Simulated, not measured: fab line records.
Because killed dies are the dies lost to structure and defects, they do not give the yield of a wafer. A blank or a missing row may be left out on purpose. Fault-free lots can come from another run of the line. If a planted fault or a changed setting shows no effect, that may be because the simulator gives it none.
Comparing a struck lot with a sound one || flow sky130 || 14 steps out of a route of 708
Sound: these wafers, L943.2, L943.4, L943.5. The struck wafers were L953.1, L953.2, L953.5. At the end, the cause is stated.
At each step with rows: each side's tool, then ch and its chambers, then its first start. Under that, the readings that differ: sound wafers || struck wafers || difference of the means || sigmas: that difference in standard deviations of wafers without a fault.
alike: readings with means less than 2 such deviations apart, plus words and numbers identical on both sides. not compared: withheld readings, readings lacking a value on some wafer, bounds such as >300 that could conceal the same value, and numbers that have no deviation in the record and whose values overlap.
A row with sigmas, a row that says differs or no value, or rows on one side alone: a step with any of these is where the two part. Non-overlapping numbers with no deviation appear without sigmas and do not part them. A reading that every wafer of one side lacks parts them only if that side has two wafers or more.

SKY_NWELL_RS_MEAS_29: uses a four-point probe to measure.
  sound on film_metro-03 at day 5 17:26; struck on film_metro-03 at day 8 15:07
  alike: NWELL_RS
SKY_NWELL_RS_MEAS_31: uses a four-point probe to measure.
  sound on film_metro-03 at day 5 17:41; struck on film_metro-03 at day 8 15:22
  alike: PWDE_RS
then, 7 steps without rows for these wafers: SKY_VT_ADJUST_HVTP_DEHYDRATE_00 (time 60 s); SKY_VT_ADJUST_HVTP_HMDS_01 (prime time 60 s); SKY_VT_ADJUST_HVTP_COAT_02 (resist thk 1140 nm); SKY_VT_ADJUST_HVTP_SOFTBAKE_03 (time 60 s); SKY_VT_ADJUST_HVTP_EXPOSE_04 (exposes mask HVTPM, target cd 380 nm); SKY_VT_ADJUST_HVTP_PEB_05; SKY_VT_ADJUST_HVTP_DEVELOP_06 (develop time 60 s).
SKY_VT_ADJUST_HVTP_CD_MEAS_07: target cd 380 nm.
  sound on cd_sem-01 at day 6 12:38; struck on cd_sem-02 at day 9 12:34
  alike: cd_nm
SKY_VT_ADJUST_HVTP_OVL_MEAS_08:
  sound on overlay-02 at day 6 12:45; struck on overlay-02 at day 9 12:41
  alike: VT_ADJUST_HVTP_OVL
SKY_VT_ADJUST_HVTP_IMPLANT_09:
  sound on implanter-04 ch 0, day 6 12:48; struck on implanter-01 ch 0, day 9 12:44
{"reading": "beam_energy_keV", "sound": "150.04 150.09 150.05", "struck": "160.04 159.95 159.99", "difference": "+9.93", "sigmas": "+99 or more"}
{"reading": "model.implant.rp_nm (nm)", "sound": "83.83 83.83 83.83", "struck": "91.09 91.09 91.09", "difference": "+7.26", "sigmas": ""}
{"reading": "model.implant.drp_nm (nm)", "sound": "33.4 33.4 33.4", "struck": "35.25 35.25 35.25", "difference": "+1.85", "sigmas": ""}
SKY_VT_ADJUST_HVTP_STRIP_10: strips in O2/N2.
  sound on plasma_asher-01 ch 0,1, day 6 12:56; struck on plasma_asher-01 ch 0,1, day 9 12:53
{"reading": "strip_time_to_endpoint_s (s)", "sound": "14.15 14.17 14.15", "struck": "14.06 14.08 14.11", "difference": -0.07, "sigmas": -2}
  alike: drypump_motor_current_A, oes_product_au
  not compared: rf_hours_counter_h
-- here the record skips 40 days between the struck wafers' starts before and after, leaving off in module VT_ADJUST_HVTP and picking up in module PAD_OPEN (first step shown: number 708 of the route) --
SKY_PAD_OPEN_PROBE_99:
  sound on prober-02 at day 46 13:13; struck on prober-01 at day 49 08:05
{"reading": "model.etest.tip_p.rs_ohm_sq", "sound": "6877 6833 6892", "struck": "6498 6504 6534", "difference": -355, "sigmas": ""}
{"reading": "model.etest.pfet_01v8.r_on_ohm_um", "sound": "2843 2980 2903", "struck": "2816 2760 2832", "difference": -106, "sigmas": ""}
{"reading": "model.etest.pfet_01v8.drive_ua_um", "sound": "196.8 186.4 189.1", "struck": "201.7 205.2 197.9", "difference": "+10.8", "sigmas": ""}
{"reading": "model.etest.pfet_01v8_mvt.drive_ua_um", "sound": "154.8 149.5 150.1", "struck": "162.8 166.4 161.1", "difference": "+12.0", "sigmas": ""}
{"reading": "model.etest.pfet_01v8_hvt.drive_ua_um", "sound": "147 139.6 139.9", "struck": "149.6 155.1 147.5", "difference": "+8.6", "sigmas": ""}
{"reading": "model.etest.pfet_01v8_mvt.off_log10_a_um", "sound": "-10.48 -10.7 -10.74", "struck": "-9.164 -9.207 -9.103", "difference": "+1.482", "sigmas": ""}
{"reading": "model.etest.pfet_01v8.off_log10_a_um", "sound": "-9.434 -9.934 -9.905", "struck": "-8.733 -8.693 -8.944", "difference": "+0.968", "sigmas": ""}
  alike: killed_at_M0_to_M3, killed_at_M4_up, killed_at_contacts, killed_at_front_end, killed_at_other, killed_dies, killed_open, killed_short
  not compared: model.etest.sram_pfet_latch.off_log10_a_um

WHERE THEY PART
At SKY_VT_ADJUST_HVTP_IMPLANT_09 first; at SKY_VT_ADJUST_HVTP_STRIP_10 last (within this record only). Later steps at which nothing parts them and some readings are alike: SKY_PAD_OPEN_PROBE_99.

WHY: the cause the simulator had injected
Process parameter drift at SKY_VT_ADJUST_HVTP_IMPLANT_09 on implanter-01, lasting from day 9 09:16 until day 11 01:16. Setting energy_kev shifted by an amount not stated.
